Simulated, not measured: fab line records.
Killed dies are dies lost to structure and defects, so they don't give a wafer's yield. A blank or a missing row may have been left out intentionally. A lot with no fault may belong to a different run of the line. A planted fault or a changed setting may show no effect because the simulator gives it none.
fab line records	flow sky130
record lots=14	wafers=42	last-day=50
route steps=708 shown VT_ADJUST_HVTP@93 VT_ADJUST_LVTN@118 VT_ADJUST_HVTR@137 VT_ADJUST_PCH@150
lots that met no fault: from a run of the same line without faults
start-h: start of the lot's first displayed wafer, in hours after the record's first day	wait-h: hours elapsed since this lot's preceding step	" unchanged from the row above	L1.1+2: a single row standing in for several wafers	- either no value or no given start	* or withheld: withheld	< > ~ a bound
route shown NAME@n: names a module that has steps shown in the file, with the first one's number in the route	usual: mean/standard deviation of fault-free wafers	same: alike in all rows	chamber/n: place in a boat	sites: the reading at each site	_std_site: the standard deviation of these	_edge_site: outer sites' mean less inner sites'	radius-mm: how far each site lies from the wafer's centre	mask NAME#n: copy n	behind: tool/chamber where the wafer was last shaped	hold: what put the lot on hold/how long, in hours/how the hold closed	device: names the non-switching transistor (n, p or np)	end of line: the same wafers' tests at the end of the route	step lacking rows: just its recipe	killed: at the first sort, the dies lost to defects and structure; wafer yield is something else	map: shows each die of a wafer: x if killed, . if not, _ if none is there
set.NAME: the setting that was run; set.NAME@STEP: the one run at that earlier step	model.NAME: the simulator's own value behind a step, which no gauge read
the route's steps for a sample of lots (tables are steps, rows are wafers)
## steps
# step SKY_VT_ADJUST_HVTP_OVL_MEAS_08
# usual VT_ADJUST_HVTP_OVL=-0.5/1.6
lot.wafer	tool	chamber	start-h	wait-h	VT_ADJUST_HVTP_OVL[nm]
L957.1	overlay-01	-	126.07	0.1	-0.7
L957.3	"	-	"	"	-2.8
L957.6	"	-	"	"	-1.1
L959.2	overlay-01	-	137.88	0.1	-1.1
L959.3	"	-	"	"	-4.0
L959.4	"	-	"	"	-2.2
L960.1	overlay-01	-	142.42	0.1	-1.1
L960.4	"	-	"	"	0.2
L960.5	"	-	"	"	0.6
L961.1	overlay-02	-	150.14	0.1	0.8
L961.2	"	-	"	"	0.0
L961.3	"	-	"	"	-0.5
L962.2	overlay-01	-	156.93	0.1	-0.3
L962.5	"	-	"	"	2.8
L962.6	"	-	"	"	0.3
L966.1	overlay-01	-	191.53	0.1	3.5
L966.4	"	-	"	"	1.2
L966.6	"	-	"	"	2.0
L967.1	overlay-01	-	197.17	0.1	-1.6
L967.2	"	-	"	"	0.5
L967.3	"	-	"	"	1.4
L970.4	overlay-02	-	205.19	0.1	0.7
L970.5	"	-	"	"	-1.3
L970.6	"	-	"	"	-1.5
L975.3	overlay-02	-	236.13	0.1	-2.0
L975.4	"	-	"	"	-0.6
L975.5	"	-	"	"	-0.9
L976.1	overlay-02	-	241.02	0.1	-0.3
L976.3	"	-	"	"	1.2
L976.6	"	-	"	"	0.2
L977.1	overlay-02	-	252.67	0.1	-2.5
L977.2	"	-	"	"	-1.0
L977.4	"	-	"	"	-0.4
L978.1	overlay-02	-	260.37	0.1	-0.7
L978.2	"	-	"	"	-0.5
L978.5	"	-	"	"	-0.8
L979.2	overlay-01	-	262.72	0.1	-3.6
L979.3	"	-	"	"	-2.1
L979.5	"	-	"	"	-3.7
L980.1	overlay-01	-	270.99	0.1	-0.7
L980.4	"	-	"	"	-1.2
L980.5	"	-	"	"	-3.3
# step SKY_VT_ADJUST_LVTN_TW_MEAS_21
# usual VT_ADJUST_LVTN_2_TW=188.6/1.1
lot.wafer	tool	chamber	start-h	wait-h	VT_ADJUST_LVTN_2_TW
L957.1	film-metro-02	-	164.67	0.1	187.8
L957.3	"	-	"	"	188.3
L957.6	"	-	"	"	188.9
L959.2	film-metro-02	-	179.38	0.1	189.0
L959.3	"	-	"	"	188.6
L959.4	"	-	"	"	188.6
L960.1	film-metro-03	-	184.54	0.1	186.8
L960.4	"	-	"	"	188.0
L960.5	"	-	"	"	186.0
L961.1	film-metro-03	-	192.32	0.1	186.7
L961.2	"	-	"	"	187.2
L961.3	"	-	"	"	187.6
L962.2	film-metro-03	-	198.88	0.1	187.3
L962.5	"	-	"	"	188.1
L962.6	"	-	"	"	187.5
L966.1	film-metro-03	-	237.01	0.1	187.0
L966.4	"	-	"	"	187.3
L966.6	"	-	"	"	186.9
L967.1	film-metro-02	-	243.94	0.1	189.1
L967.2	"	-	"	"	190.2
L967.3	"	-	"	"	188.6
L970.4	film-metro-02	-	252.45	0.1	189.1
L970.5	"	-	"	"	188.8
L970.6	"	-	"	"	189.2
L975.3	film-metro-04	-	286.21	0.1	188.5
L975.4	"	-	"	"	188.6
L975.5	"	-	"	"	188.5
L976.1	film-metro-04	-	290.84	0.1	190.1
L976.3	"	-	"	"	189.6
L976.6	"	-	"	"	190.5
L977.1	film-metro-02	-	304.32	0.1	188.0
L977.2	"	-	"	"	188.3
L977.4	"	-	"	"	188.1
L978.1	film-metro-04	-	312.96	0.1	188.5
L978.2	"	-	"	"	189.6
L978.5	"	-	"	"	189.1
L979.2	film-metro-02	-	315.42	0.1	188.4
L979.3	"	-	"	"	188.9
L979.5	"	-	"	"	188.3
L980.1	film-metro-04	-	324.11	0.1	190.5
L980.4	"	-	"	"	189.5
L980.5	"	-	"	"	189.5
# step SKY_VT_ADJUST_HVTR_DEVELOP_06
# recipe develop-time-s=60	dev-temp-c=23
# usual chill-plate-temp-C=22.98/0.094	develop-time-s=60/0
lot.wafer	tool	chamber	start-h	wait-h	chill-plate-temp-C	develop-time-s
L957.1	litho-track-02	0	206.33	0.1	22.88	60
L957.3	"	0	"	"	23.07	60
L957.6	"	0	"	"	22.93	60
L959.2	litho-track-01	0	222.67	0.1	22.91	60
L959.3	"	0	"	"	22.90	60
L959.4	"	0	"	"	22.86	60
L960.1	litho-track-02	0	228.08	0.1	22.97	60
L960.4	"	0	"	"	23.09	60
L960.5	"	0	"	"	22.84	60
L961.1	litho-track-02	0	237.63	0.1	22.95	60
L961.2	"	0	"	"	23.18	60
L961.3	"	0	"	"	23.01	60
L962.2	litho-track-02	0	245.55	0.1	22.94	60
L962.5	"	0	"	"	23.12	60
L962.6	"	0	"	"	23.12	60
L966.1	litho-track-02	-	286.23	0.1	-	-
L966.4	"	-	"	"	-	-
L966.6	"	-	"	"	-	-
L967.1	litho-track-01	-	294.10	0.1	-	-
L967.2	"	-	"	"	-	-
L967.3	"	-	"	"	-	-
L970.4	litho-track-01	0	302.07	0.1	23.14	60
L970.5	"	0	"	"	23.12	60
L970.6	"	0	"	"	23.02	60
L975.3	litho-track-03	0	340.67	0.1	22.98	60
L975.4	"	0	"	"	22.88	60
L975.5	"	0	"	"	22.98	60
L976.1	litho-track-03	0	345.12	0.1	22.94	60
L976.3	"	0	"	"	23.04	60
L976.6	"	0	"	"	22.94	60
L977.1	litho-track-01	0	359.85	0.1	23.14	60
L977.2	"	0	"	"	23.22	60
L977.4	"	0	"	"	22.99	60
L978.1	litho-track-03	0	368.17	0.1	23.06	60
L978.2	"	0	"	"	22.92	60
L978.5	"	0	"	"	22.92	60
L979.2	litho-track-03	0	370.35	0.1	23.19	60
L979.3	"	0	"	"	23.04	60
L979.5	"	0	"	"	22.92	60
L980.1	litho-track-03	0	379.92	0.1	22.92	60
L980.4	"	0	"	"	23.02	60
L980.5	"	0	"	"	22.84	60
# step SKY_VT_ADJUST_PCH_OVL_MEAS_07
# usual VT_ADJUST_PCH_OVL=0.1/1.3
lot.wafer	tool	chamber	start-h	wait-h	VT_ADJUST_PCH_OVL[nm]
L957.1	overlay-02	-	230.05	-	1.2
L957.3	"	-	"	"	0.5
L957.6	"	-	"	"	0.5
L959.2	overlay-02	-	246.46	-	0.8
L959.3	"	-	"	"	-0.8
L959.4	"	-	"	"	1.3
L960.1	overlay-01	-	251.95	-	-0.8
L960.4	"	-	"	"	-1.8
L960.5	"	-	"	"	-0.8
L961.1	overlay-02	-	262.72	-	1.5
L961.2	"	-	"	"	0.6
L961.3	"	-	"	"	-0.8
L962.2	overlay-02	-	270.01	-	2.4
L962.5	"	-	"	"	0.5
L962.6	"	-	"	"	0.3
L966.1	overlay-01	-	313.40	-	1.1
L966.4	"	-	"	"	-0.2
L966.6	"	-	"	"	-0.7
L967.1	overlay-02	-	320.92	-	2.3
L967.2	"	-	"	"	1.1
L967.3	"	-	"	"	0.8
L970.4	overlay-02	-	328.79	-	-0.1
L970.5	"	-	"	"	0.3
L970.6	"	-	"	"	2.1
L975.3	overlay-01	-	369.21	-	-0.8
L975.4	"	-	"	"	-0.3
L975.5	"	-	"	"	0.4
L976.1	overlay-01	-	373.47	-	0.7
L976.3	"	-	"	"	1.7
L976.6	"	-	"	"	0.7
L977.1	overlay-02	-	389.17	-	0.4
L977.2	"	-	"	"	-0.2
L977.4	"	-	"	"	0.9
L978.1	overlay-01	-	398.15	-	-1.6
L978.2	"	-	"	"	-1.9
L978.5	"	-	"	"	-0.1
L979.2	overlay-02	-	400.05	-	-1.6
L979.3	"	-	"	"	-1.5
L979.5	"	-	"	"	-0.3
L980.1	overlay-01	-	410.35	-	-0.2
L980.4	"	-	"	"	-1.1
L980.5	"	-	"	"	0.3
## key
first-sign step=SKY_VT_ADJUST_HVTR_DEVELOP_06	reading=tool-record	direction=missing
effect none on later readings
met-at SKY_VT_ADJUST_HVTR_DEVELOP_06
struck-lots L966,L967
sort-left-out L966.1,L966.4,L966.6,L967.1,L967.2,L967.3
tester-left-out L966,L967
not-acting-at SKY_VT_ADJUST_HVTP_OVL_MEAS_08,SKY_VT_ADJUST_LVTN_TW_MEAS_21,SKY_VT_ADJUST_PCH_OVL_MEAS_07
onset-between 245.55 286.23
fault kind=skipped-step-whole	tool=litho-track-01,litho-track-02	chamber=-	onset-h=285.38	steps=SKY_VT_ADJUST_HVTR_DEVELOP_06	scope=struck-lots-only
# tester-left-out: of these lots the tester's yield and bins aren't shown, on N5 and GAA mostly nor the transistor test; their killed dies are dies lost to structure and defects alone, not to doping, threshold or leakage, so they don't give the yield
# sort-left-out: the simulated sort isn't trusted on such a fault, so these wafers' sort isn't shown, and their yield isn't known
